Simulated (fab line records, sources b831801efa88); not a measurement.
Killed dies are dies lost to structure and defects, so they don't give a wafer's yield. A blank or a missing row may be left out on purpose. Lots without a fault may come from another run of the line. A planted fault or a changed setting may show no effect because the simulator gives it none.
fab line records | flow sky130
record lots=7 wafers=19 last_day=49
route steps=708 shown VIA1@467 PAD_OPEN@708
lots that met no fault: from a run of the same line without faults
start_h: hours from the record's first day to the start of the lot's first wafer shown | wait_h: hours since the lot's step before | " the same as in the row above | L1.1+2: a row that stands for several wafers | - no value, or no start given | * or withheld: withheld | < > ~ a bound
route shown NAME@n: a module of which the file shows steps, and the number in the route of the first | usual: mean/standard deviation of fault-free wafers | same: alike in all rows | chamber/n: place in a boat | sites: the reading at each site | _std_site: their standard deviation | _edge_site: outer sites' mean less inner sites' | radius_mm: how far each site lies from the wafer's centre | mask NAME#n: copy n | behind: the tool/chamber that last shaped the wafer | hold: why the lot was held/for how many hours/how that ended | device: the transistor (n, p or np) that didn't switch | end of line: the same wafers' tests at the end of the route | a step without rows: its recipe alone | killed: dies lost to structure and defects at the first sort, not the wafer's yield | map: a wafer's dies, x killed, . not, _ none there
set.NAME: the setting as run; set.NAME@STEP: as run at that earlier step | model.NAME: the simulator's own value behind a step, which no gauge read
lots at some steps of the route; a table a step, a row a wafer
services: from which hour (start_h, from the record's first day; less than 0 if before it) a tool's chamber was out of use, for how many hours, and why
## steps
# step SKY_VIA1_EXPOSE_09
# recipe mask_id=VIM na=0.8 source_shape=annular sigma_inner=0.55 sigma_outer=0.85 target_cd_nm=150 dose_mj=38
# step SKY_VIA1_PEB_10
# recipe peb_temp_c=withheld peb_time_s=withheld resist=KrF-thick
# step SKY_VIA1_DEVELOP_11
# recipe develop_time_s=60 resist=KrF-thick dev_temp_c=21
# step SKY_VIA1_CD_MEAS_12
# recipe target_cd_nm=150
# usual cd_nm=149.6/1.7
# columns lot.wafer tool chamber start_h wait_h cd_nm
L318.2 cd_sem-01 - 811.68 - 149.7
L318.3 " - " " 150.4
L318.6 " - " " 150.3
L319.3 cd_sem-02 - 827.36 - 149.4
L319.4 " - " " 150.5
L319.5 " - " " 150.6
L320.2 cd_sem-01 - 831.49 - 146.8
L320.5 " - " " 147.4
L320.6 " - " " 147.1
L324.4 cd_sem-01 - 858.97 - 148.4
L324.5 " - " " 150.1
L325.5 cd_sem-01 - 866.40 - 149.1
L325.6 " - " " 150.0
L331.1 cd_sem-02 - 911.27 - 149.8
L331.2 " - " " 151.3
L331.3 " - " " 151.0
L334.2 cd_sem-02 - 928.69 - 151.9
L334.3 " - " " 149.4
L334.4 " - " " 149.7
# step SKY_VIA1_OVL_MEAS_13
# usual VIA1_OVL=-1/5
# columns lot.wafer tool chamber start_h wait_h VIA1_OVL[nm]
L318.2 overlay-02 - 811.79 0.1 -10
L318.3 " - " " -9
L318.6 " - " " -8
L319.3 overlay-01 - 827.45 0.1 0
L319.4 " - " " -1
L319.5 " - " " 2
L320.2 overlay-02 - 831.59 0.1 -2
L320.5 " - " " 1
L320.6 " - " " 4
L324.4 overlay-01 - 859.05 0.1 4
L324.5 " - " " 4
L325.5 overlay-02 - 866.46 0.0 -2
L325.6 " - " " -5
L331.1 overlay-01 - 911.39 0.1 1
L331.2 " - " " -4
L331.3 " - " " -5
L334.2 overlay-02 - 928.80 0.1 -10
L334.3 " - " " 1
L334.4 " - " " -4
# step SKY_VIA1_ETCH_14
# recipe chemistry=N2/H2 target=BARC ion_energy_ev=200 source_w=500 bias_w=100 pressure_mtorr=30 n2_flow_sccm=100 h2_flow_sccm=200 stop_on=SiO2 time_s=45.9 target_depth_a=600
# usual drypump_motor_current_A=5.7/0.52 h2_flow_sccm=200.0/0.63 oes_product_au=0.855/0.0046 throttle_valve_pct=13.224/0.01
# columns lot.wafer tool chamber start_h wait_h drypump_motor_current_A h2_flow_sccm oes_product_au rf_hours_counter_h throttle_valve_pct
L318.2 rie_diel-02 1 811.82 0.0 6.0 200.6 0.861 11 13.212
L318.3 " 0 " " 6.3 200.3 0.854 12 13.242
L318.6 " 2 " " 5.2 200.1 0.853 - 13.238
L319.3 rie_diel-03 0 827.48 0.0 5.7 200.3 0.857 14 13.206
L319.4 " 3 " " 6.0 199.5 0.851 11 13.226
L319.5 " 3 " " 6.0 200.0 0.858 - 13.211
L320.2 rie_diel-03 3 831.62 0.0 6.0 198.7 0.852 11 13.244
L320.5 " 0 " " 5.6 200.0 0.850 - 13.241
L320.6 " 3 " " 6.0 199.3 0.845 - 13.230
L324.4 rie_diel-03 0 859.07 0.0 5.6 200.1 0.855 15 13.243
L324.5 " 2 " " 4.8 200.5 0.855 - 13.218
L325.5 rie_diel-02 0 866.49 0.0 6.3 201.0 0.848 - 13.227
L325.6 " 1 " " 5.9 200.0 0.862 - 13.233
L331.1 rie_diel-03 3 911.43 0.0 6.0 200.4 0.857 13 13.228
L331.2 " 1 " " 6.3 200.6 0.850 9 13.235
L331.3 " 0 " " 5.6 200.6 0.852 16 13.212
L334.2 rie_diel-03 0 928.83 0.0 5.7 200.1 0.851 17 13.210
L334.3 " 1 " " 6.3 201.0 0.853 9 13.222
L334.4 " 3 " " 6.0 199.9 0.856 14 13.238
# step SKY_VIA1_ETCH_15
# recipe target=SiO2 chemistry=C4F8/O2/Ar target_depth_nm=351 stop_on=TiN mask_material=KrF-thick source_w=1500 bias_w=1200 pressure_mtorr=40 c4f8_flow_sccm=withheld O2_flow_sccm=6 Ar_flow_sccm=300 time_s=54
# usual oes_product_au=0.981/0.0057
# columns lot.wafer tool chamber start_h wait_h oes_product_au rf_hours_counter_h
L318.2 rie_diel-02 1 811.86 0.0 0.987 11
L318.3 " 0 " " 0.983 12
L318.6 " 2 " " 0.988 -
L319.3 rie_diel-03 0 827.52 0.0 0.999 14
L319.4 " 3 " " 0.982 11
L319.5 " 3 " " 0.977 -
L320.2 rie_diel-03 3 831.66 0.0 0.988 11
L320.5 " 0 " " 0.984 -
L320.6 " 3 " " 0.988 -
L324.4 rie_diel-03 0 859.11 0.0 0.994 15
L324.5 " 2 " " 0.977 -
L325.5 rie_diel-02 0 866.54 0.0 0.981 -
L325.6 " 1 " " 0.985 -
L331.1 rie_diel-03 3 911.47 0.0 0.978 13
L331.2 " 1 " " 0.971 9
L331.3 " 0 " " 0.978 17
L334.2 rie_diel-03 0 928.87 0.0 0.986 17
L334.3 " 1 " " 0.980 9
L334.4 " 3 " " 0.977 14
# step SKY_VIA1_STRIP_16
# recipe chemistry=O2/N2 power_w=1400 pressure_mtorr=1500 platen_temp_c=withheld o2_flow_sccm=3000 n2_flow_sccm=300 overash_fraction=0.5
# usual drypump_motor_current_A=5.7/0.39 oes_product_au=0.416/0.0047 strip_time_to_endpoint_s=4.467/0.023
# columns lot.wafer tool chamber start_h wait_h drypump_motor_current_A oes_product_au rf_hours_counter_h strip_time_to_endpoint_s
L318.2 plasma_asher-01 1 811.91 0.0 5.9 0.412 70 4.448
L318.3 " 0 " " 5.9 0.423 - 4.490
L318.6 " 0 " " 5.9 0.420 - 4.497
L319.3 plasma_asher-04 1 827.60 0.1 5.9 0.411 - 4.438
L319.4 " 0 " " 4.8 0.411 - 4.470
L319.5 " 0 " " 4.8 0.418 - 4.476
L320.2 plasma_asher-03 0 831.71 0.0 6.0 0.413 38 4.461
L320.5 " 1 " " 5.6 0.413 - 4.446
L320.6 " 0 " " 6.0 0.423 - 4.450
L324.4 plasma_asher-03 0 859.19 0.1 6.0 0.414 - 4.472
L324.5 " 1 " " 5.6 0.415 - 4.455
L325.5 plasma_asher-01 1 866.63 0.1 5.9 0.415 - 4.426
L325.6 " 0 " " 6.0 0.421 - 4.391
L331.1 plasma_asher-03 0 911.52 0.0 6.0 0.418 46 4.477
L331.2 " 1 " " 5.7 0.413 46 4.473
L331.3 " 0 " " 6.0 0.413 - 4.415
L334.2 plasma_asher-03 1 928.92 0.0 5.7 0.417 48 4.473
L334.3 " 0 " " 6.0 0.414 - 4.512
L334.4 " 1 " " 5.6 0.423 - 4.487
# step SKY_VIA1_STRIP_17
# recipe chemistry=post_etch_residue_remover time_s=1200 temp_c=72.5
# step SKY_VIA1_CLEAN_18
# recipe chemistry=IPA time_s=180 temp_c=25
# step SKY_VIA1_CLEAN_19
# recipe chemistry=O3/DIW dry=n2_spin
# step SKY_VIA1_SPUTTER_20
# recipe material=TiN target_thk_nm=20 chamber_pressure_pa=5 power_w=4000 time_s=80
# usual throttle_valve_pct=30.0/0.93
# columns lot.wafer tool chamber start_h wait_h throttle_valve_pct
L318.2 pvd_sputter-03 - 812.56 0.0 29.0
L318.3 " - " " 28.3
L318.6 " - " " 29.7
L319.3 pvd_sputter-03 - 828.22 0.0 29.7
L319.4 " - " " 29.2
L319.5 " - " " 29.8
L320.2 pvd_sputter-04 - 832.64 0.0 30.1
L320.5 " - " " 30.2
L320.6 " - " " 30.0
L324.4 pvd_sputter-01 - 859.78 0.0 29.9
L324.5 " - " " 30.0
L325.5 pvd_sputter-04 - 867.22 0.0 29.9
L325.6 " - " " 30.9
L331.1 pvd_sputter-04 - 912.55 0.0 30.0
L331.2 " - " " 30.2
L331.3 " - " " 32.2
L334.2 pvd_sputter-04 - 929.51 0.0 32.3
L334.3 " - " " 30.2
L334.4 " - " " 30.2
# step SKY_VIA1_CVD_21
# recipe material=W target_thk_nm=270 time_s=80.902 temp_c=400 pressure_torr=40
# usual heater_power_w=831/59
# columns lot.wafer tool chamber start_h wait_h heater_power_w model.W_of_VIA1_CVD_21.thk_nm
L318.2 cvd_w-01 1 812.66 0.1 897 262.5
L318.3 " 1 " " 895 267.4
L318.6 " 1 " " 911 266.4
L319.3 cvd_w-01 0 828.31 0.1 746 271.2
L319.4 " 1 " " 892 266.5
L319.5 " 0 " " 750 267.5
L320.2 cvd_w-01 1 832.71 0.0 914 266.6
L320.5 " 1 " " 901 247.1
L320.6 " 0 " " 741 267.9
L324.4 cvd_w-01 1 859.88 0.1 894 271.7
L324.5 " 1 " " 920 249.1
L325.5 cvd_w-01 0 867.32 0.1 743 245.1
L325.6 " 1 " " 889 265
L331.1 cvd_w-02 0 912.62 0.0 816 275.9
L331.2 " 1 " " 861 276.6
L331.3 " 0 " " 856 273.6
L334.2 cvd_w-01 1 929.57 0.0 871 270.1
L334.3 " 1 " " 882 270.5
L334.4 " 0 " " 704 267.9
# step SKY_VIA1_RS_MEAS_22
# recipe thk_meas_gauge=four-point-probe reads=W_of_VIA1_CVD_21+TiN_of_VIA1_SPUTTER_20
# usual VIA1_W_RS=0.428/0.005
# columns lot.wafer tool chamber start_h wait_h VIA1_W_RS[ohm/sq]
L318.2 film_metro-04 - 812.83 0.1 0.438
L318.3 " - " " 0.430
L318.6 " - " " 0.432
L319.3 film_metro-02 - 828.41 0.1 0.425
L319.4 " - " " 0.432
L319.5 " - " " 0.430
L320.2 film_metro-03 - 832.82 0.1 0.431
L320.5 " - " " 0.467
L320.6 " - " " 0.430
L324.4 film_metro-04 - 860.00 0.1 0.424
L324.5 " - " " 0.462
L325.5 film_metro-04 - 867.43 0.1 0.471
L325.6 " - " " 0.435
L331.1 film_metro-03 - 912.71 0.1 0.417
L331.2 " - " " 0.417
L331.3 " - " " 0.421
L334.2 film_metro-02 - 929.68 0.1 0.426
L334.3 " - " " 0.425
L334.4 " - " " 0.429
# step SKY_VIA1_THK_MEAS_23
# recipe thk_meas_gauge=xrf reads=W_of_VIA1_CVD_21
# usual VIA1_W_THK=265/4.5
# columns lot.wafer tool chamber start_h wait_h VIA1_W_THK[nm]
L318.2 film_metro-04 - 812.94 0.1 255
L318.3 " - " " 261
L318.6 " - " " 260
L319.3 film_metro-02 - 828.51 0.1 267
L319.4 " - " " 261
L319.5 " - " " 263
L320.2 film_metro-03 - 832.93 0.1 267
L320.5 " - " " 247
L320.6 " - " " 266
L324.4 film_metro-04 - 860.09 0.1 268
L324.5 " - " " 246
L325.5 film_metro-04 - 867.51 0.1 241
L325.6 " - " " 262
L331.1 film_metro-03 - 912.83 0.1 276
L331.2 " - " " 276
L331.3 " - " " 272
L334.2 film_metro-02 - 929.79 0.1 265
L334.3 " - " " 266
L334.4 " - " " 262
# step SKY_VIA1_CMP_24
# recipe stop_on=SiO2 t_overpolish_s=15 down_force_psi=3.5 platen_rpm=60 target_thk_nm=0 pad_velocity_m_s=0.94248
# usual motor_current_A=11.7/1.3 slurry_filter_dp_kPa=13.50/0.13
# columns lot.wafer tool chamber start_h wait_h motor_current_A slurry_filter_dp_kPa
L318.3 cmp-01 0 812.99 0.0 11.8 13.59
L318.2 " 2 " " 13.5 13.55
L318.6 " 0 " " 11.7 13.39
L319.4 cmp-01 0 828.65 0.1 12.1 13.31
L319.3 " 1 " " 11.2 13.50
L319.5 " 3 " " 11.0 13.49
L320.2 cmp-01 1 833.08 0.1 10.5 13.51
L320.5 " 3 " " 10.6 13.73
L320.6 " 0 " " 12.0 13.63
L324.4 cmp-01 3 860.22 0.1 10.9 13.27
L324.5 " 2 " " 14.3 13.51
L325.6 cmp-01 2 867.73 0.2 13.9 13.51
L325.5 " 3 " " 11.2 13.26
L331.1 cmp-02 2 912.89 0.1 12.8 13.54
L331.3 " 3 " " 10.9 13.79
L331.2 " 1 " " 11.0 13.54
L334.3 cmp-01 1 929.89 0.1 11.0 13.58
L334.2 " 2 " " 14.2 13.43
L334.4 " 3 " " 10.4 13.44
# step SKY_PAD_OPEN_PROBE_99
# usual defect_limited_yield=82.6/1.8 killed_at_M0_to_M3=43/6.4 killed_at_M4_up=2.8/1.7 killed_at_contacts=24/5.5 killed_at_front_end=15/4 killed_at_other=0.3/0.54 killed_dies=86/9.1 killed_open=47/6.6 killed_short=39/6.2 sort_bin_3_pad_short=0.9/0.45 sort_bin_5_function=10.4/1.4 sort_bin_6_memory=6.2/1.1 sort_n_pass=406/9.1 sort_yield_pct=82.6/1.8
# same gross_dies=492 killed_at_back_side=0 sort_bin_4_leakage[%]=0 sort_bin_8_speed[%]=0
# columns lot.wafer tool chamber start_h wait_h defect_limited_yield[%] killed_at_M0_to_M3 killed_at_M4_up killed_at_contacts killed_at_front_end killed_at_other killed_dies killed_open killed_short sort_bin_3_pad_short[%] sort_bin_5_function[%] sort_bin_6_memory[%] sort_n_pass sort_yield_pct[%]
L320.2 prober-01 - 1108.37 0.1 82.1 44 3 25 14 2 88 48 40 0.6 12.0 5.3 404 82.1
L320.5 prober-01 - 1108.52 0.2 81.3 47 3 23 19 0 92 56 36 0.4 12.2 6.1 400 81.3
L320.6 prober-01 - 1108.57 0.2 83.7 40 2 30 8 0 80 48 32 1.0 11.4 3.9 412 83.7
L324.4 prober-01 - 1132.17 0.2 86.2 26 9 17 16 0 68 46 22 0.8 9.8 3.3 424 86.2
L324.5 prober-01 - 1132.22 0.2 85.6 34 1 24 12 0 71 35 36 0.4 7.7 6.3 421 85.6
L334.2 prober-01 - 1178.44 0.1 81.1 55 3 24 11 0 93 54 39 1.0 10.8 7.1 399 81.1
L334.3 prober-01 - 1178.49 0.2 84.8 39 4 15 17 0 75 42 33 0.4 9.3 5.5 417 84.8
L334.4 prober-01 - 1178.54 0.2 87.6 35 3 15 8 0 61 45 16 0.4 6.9 5.1 431 87.6
# killed by level:class
L320.2 VIA1:geometric_particle:open=11 CONTACT:geometric_particle:open=9 LI_CONTACT:geometric_particle:short=8 VIA3:geometric_particle:open=6 VIA1:geometric_particle:short=6 METAL2:geometric_particle:short=6 LI_CONTACT:geometric_particle:open=5 VIA2:geometric_particle:open=5
L320.5 CONTACT:geometric_particle:open=10 VIA1:geometric_particle:open=9 FIELD_ISO:geometric_particle:open=8 LI_CONTACT:geometric_particle:open=8 METAL1:geometric_particle:short=8 VIA2:geometric_particle:open=8 VIA1:geometric_particle:short=7 FIELD_ISO:geometric_particle:short=5
L320.6 VIA1:geometric_particle:open=14 CONTACT:geometric_particle:open=11 CONTACT:geometric_particle:short=6 LI_CONTACT:geometric_particle:short=5 VIA2:geometric_particle:open=5 LI_CONTACT:geometric_particle:open=4 LOCAL_INTERCONNECT:geometric_particle:short=4 METAL2:geometric_particle:short=4
L324.4 VIA1:geometric_particle:open=8 VIA2:geometric_particle:open=8 LI_CONTACT:geometric_particle:open=6 VIA3:geometric_particle:open=5 POLY_GATE:geometric_particle:open=5 METAL4:geometric_particle:short=5 LOCAL_INTERCONNECT:geometric_particle:short=4 CONTACT:geometric_particle:open=4
L324.5 VIA3:geometric_particle:open=8 CONTACT:geometric_particle:short=7 CONTACT:geometric_particle:open=7 VIA1:geometric_particle:open=6 VIA1:geometric_particle:short=5 METAL1:geometric_particle:short=5 FIELD_ISO:geometric_particle:open=4 LI_CONTACT:geometric_particle:open=4
L334.2 VIA2:geometric_particle:open=12 CONTACT:geometric_particle:open=11 VIA1:geometric_particle:open=9 LI_CONTACT:geometric_particle:open=8 VIA1:geometric_particle:short=8 METAL1:geometric_particle:short=7 VIA3:geometric_particle:short=5 VIA3:geometric_particle:open=5
L334.3 VIA2:geometric_particle:open=10 CONTACT:geometric_particle:open=6 VIA1:geometric_particle:open=6 POLY_GATE:geometric_particle:short=5 METAL2:geometric_particle:short=5 FIELD_ISO:geometric_particle:open=4 METAL1:geometric_particle:short=4 VIA3:geometric_particle:open=4
L334.4 VIA1:geometric_particle:open=17 LI_CONTACT:geometric_particle:open=6 CONTACT:geometric_particle:open=6 VIA2:geometric_particle:open=4 VIA3:geometric_particle:open=4 FIELD_ISO:geometric_particle:open=2 FIELD_ISO:geometric_particle:short=2 POLY_GATE:geometric_particle:short=2
## services
# columns tool chamber start_h hours kind
cmp-01 - 801.21 0.7 repair
cmp-02 - 801.94 3.8 pm
cmp-02 - 808.34 0.3 repair
cvd_w-01 0 808.64 6.7 repair
plasma_asher-04 - 810.80 2.8 pm
plasma_asher-03 - 811.69 2.8 pm
cmp-01 - 836.15 2.3 repair
cmp-02 - 856.34 0.8 repair
cvd_w-02 1 864.17 7.4 repair
pvd_sputter-01 - 877.67 0.8 repair
cmp-02 - 879.96 1.3 repair
cmp-01 - 881.02 5.1 repair
cmp-02 - 890.57 10.9 pm
cvd_w-01 - 904.00 14.0 pm
cvd_w-01 0 904.00 14.0 vent_cycle
cvd_w-01 1 904.00 14.0 vent_cycle
cmp-01 - 912.30 4.0 pm
cmp-01 - 916.30 - consumable_replace:conditioner
cmp-01 - 916.30 - consumable_replace:pad
cvd_w-01 0 918.00 - clean
cvd_w-01 1 918.00 - clean
cmp-01 - 918.90 8.5 repair
pvd_sputter-01 - 919.69 3.4 repair
cmp-02 - 927.13 1.0 repair
## key
first_sign step=SKY_VIA1_RS_MEAS_22 reading=VIA1_W_RS direction=up sigmas=7.6 usual=0.428 struck=0.466
effect step=SKY_VIA1_THK_MEAS_23 reading=VIA1_W_THK direction=down sigmas=4.6 usual=265 struck=245
model_effect step=SKY_VIA1_CVD_21 value=W_of_VIA1_CVD_21.thk_nm without=269.2 struck=247.1
met_at SKY_VIA1_CVD_21
struck_wafers L320.5,L324.5,L325.5
onset_between 828.31 832.71
fault kind=process_parameter_drift tool=cvd_w-01 chamber=- onset_h=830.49 steps=SKY_VIA1_CVD_21 channel=target_thk_nm offset=-22.088 shape=step end_h=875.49 scope=struck_wafers_only acts_in=these_recipes_only stated=270
